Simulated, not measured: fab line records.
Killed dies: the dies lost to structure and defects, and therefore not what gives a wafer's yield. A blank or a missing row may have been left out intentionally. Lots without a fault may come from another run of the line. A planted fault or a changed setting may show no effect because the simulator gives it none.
Problem report, 8D (eight disciplines) form, completed by code :: flow gf180mcu :: the parts of the form that need people (team, actions taken, sign-off) are left out

1. THE ISSUE
GF_M1_SPUTTER_04, cathode_dc_power_W: mean 7902.1 W over 1 wafer from 1 lot; wafers with no fault: 6499.9 W, standard deviation 1.3. That is +99 or more standard deviations from the usual mean.
The step: material TiN, target thk 50 nm, time 41.7 s.
The first sign was on wafer L673.6 at day 22 07:26, on pvd_sputter-02. The record holds 33 wafers of 11 lots with a number at this step. Rule for "out", or "out of limits": more than 4 standard deviations from the usual mean. The other wafers with a number count as sound.

2. WHAT IT IS, AND WHAT IT ISN'T
question: which readings at this step
is: cathode_dc_power_W
is not: throttle_valve_pct

question: which lots
is: L673
is not: L658, L659, L660, L662, L663, L664, L665, L666, L667, L669

question: which wafers of those lots
is: L673.6
is not: L673.4, L673.5

question: read on which tools
is: pvd_sputter-02
is not: pvd_sputter-01, pvd_sputter-03

question: when
is: from day 22 07:26
is not: up to then (32 sound wafers)

3. WHAT RULES OUT EACH SUSPECT
Counting: if a tool at a process step up to the reading ran every lot that is out, it stays a suspect. Sound lots after the first of them don't rule it out here, since some wafers of a struck lot are sound.
- cmp-01 at GF_CONTACT_CMP_27 (polishes, stops on SiO2, t overpolish 13.59 s, target thk 0 nm): kept. The lot that is out, L673, ran on it at day 22 07:06; the last sound lot it ran before that was L669, at day 21 01:07.
- pvd_sputter-02 at GF_M1_SPUTTER_04 (material TiN, target thk 50 nm, time 41.7 s): kept. The lot that is out, L673, ran on it at day 22 07:26; the last sound lot it ran before that was L669, at day 21 01:36. Its own readings are out on those wafers: cathode_dc_power_W.
- At GF_CONTACT_CMP_27, inside cmp-01: chamber 1 took the wafers that are out, while their sound lot-mates went through chambers 0, 2.
What counting leaves: cmp-01 at GF_CONTACT_CMP_27 and pvd_sputter-02 at GF_M1_SPUTTER_04.

4. THE CAUSE (what the simulator had put in)
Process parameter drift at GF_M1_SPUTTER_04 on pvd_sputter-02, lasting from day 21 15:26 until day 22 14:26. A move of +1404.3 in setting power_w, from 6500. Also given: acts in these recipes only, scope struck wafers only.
2 suspects survive the count, and this tool is in that group.

5. SEQUENCE OF EFFECTS, ordered by route
Rows list readings where the struck wafers' mean (over those with a number) sits beyond 3 standard deviations from the usual. Only readings for which the record gives a usual standard deviation are gone through. hours: the time from each lot's start at the first step in this table that gives one to its start at this step, as a median over the lots. sigmas: the change in usual standard deviations.
hours: 0
step: GF_M1_SPUTTER_04
reading: cathode_dc_power_W
usual: 6499.9 W
on struck wafers: 7902.1
change: +1402.2
sigmas: +99 or more

hours: 0
step: GF_M1_THK_MEAS_06
reading: M1_ALCU_THK
usual: 456 nm
on struck wafers: 443
change: -13
sigmas: -3.3
It contains these process steps:
- GF_M1_SPUTTER_04: material TiN, target thk 50 nm, time 41.7 s.
At these later measuring or inspecting steps, every struck wafer for which the step has a row has a number for every such reading, and none has moved that far: GF_M1_RS_MEAS_05.

6. WHAT WOULD HAVE CAUGHT IT SOONER
The fault began at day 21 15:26; the first out-of-limits reading in this record came at day 22 07:26, 16 hours later.
